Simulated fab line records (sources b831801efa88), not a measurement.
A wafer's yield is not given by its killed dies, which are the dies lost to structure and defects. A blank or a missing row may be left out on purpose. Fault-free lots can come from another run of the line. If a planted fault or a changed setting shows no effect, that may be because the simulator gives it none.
The same fault as seen by 2 desks / flow gf180mcu / numbers are kept per desk, each desk with only its own; the story behind them comes last

## TOOL OWNER'S DESK, rie-diel-04
The tool's own readings at GF_STI_ETCH_13 (etches the open film in CHF3/O2, stops on Si, target depth 282.31 nm, time 112.9 s): means of the sampled wafers that have a number, for each lot that ran on this tool. The brackets show how far a lot's mean lies from the usual mean; more than 4 standard deviations puts the lot out of limits, marked OUT.
Columns: A = O2_flow_sccm at GF_STI_ETCH_13, usual 5.001 sccm; B = drypump-motor-current-A at GF_STI_ETCH_13, usual 5.7 A; C = oes-product-au at GF_STI_ETCH_13, usual 0.836 a.u.; D = throttle-valve-pct at GF_STI_ETCH_13, usual 8.813 %
lot=L716; first seen here=day 2 11:11; A=5.011; B=5.6; C=0.840; D=8.806
lot=L724; first seen here=day 4 04:53; A=5.013; B=5.8; C=0.831; D=8.816
lot=L725; first seen here=day 4 10:38; A=4.997; B=5.5; C=0.835; D=8.803
Finding of this desk: none of the 3 lots has anything out of limits.

## METROLOGY DESK
What the gauges read for every lot (on any tool): the sampled wafers with a number, averaged. The brackets show how far a lot's mean lies from the usual mean; more than 4 standard deviations puts the lot out of limits, marked OUT.
Columns: A = STI_CVD_03_THK at GF_STI_THK_MEAS_04, usual 209.1 nm; B = MVSD_OVL at GF_MVSD_OVL_MEAS_07, usual -0.2 nm
lot=L714; first seen here=day 1 13:55; A=207.2; B=0.4
lot=L715; first seen here=day 1 18:35; A=208.5; B=1.3
lot=L716; first seen here=day 1 23:34; A=208.4; B=-0.9
lot=L717; first seen here=day 2 04:47; A=209.2; B=0.0
lot=L724; first seen here=day 3 15:35; A=209.3; B=-0.4
lot=L725; first seen here=day 3 21:04; A=207.4; B=-0.8
lot=L728; first seen here=day 4 11:43; A=209.8; B=-1.2
lot=L729; first seen here=day 4 19:50; A=209.1; B=-1.0
lot=L732; first seen here=day 5 07:35; A=209.0; B=-1.2
lot=L735; first seen here=day 5 23:12; A=211.7; B=0.4
lot=L736; first seen here=day 6 03:40; A=208.8; B=-2.5
Finding of this desk: none of the 11 lots has anything out of limits.

## BROUGHT TOGETHER
Nothing out of limits was seen by the tool owner's desk.
From the metrology desk's view, nothing was out of limits.

## WHAT THE SIMULATOR HAD PUT IN
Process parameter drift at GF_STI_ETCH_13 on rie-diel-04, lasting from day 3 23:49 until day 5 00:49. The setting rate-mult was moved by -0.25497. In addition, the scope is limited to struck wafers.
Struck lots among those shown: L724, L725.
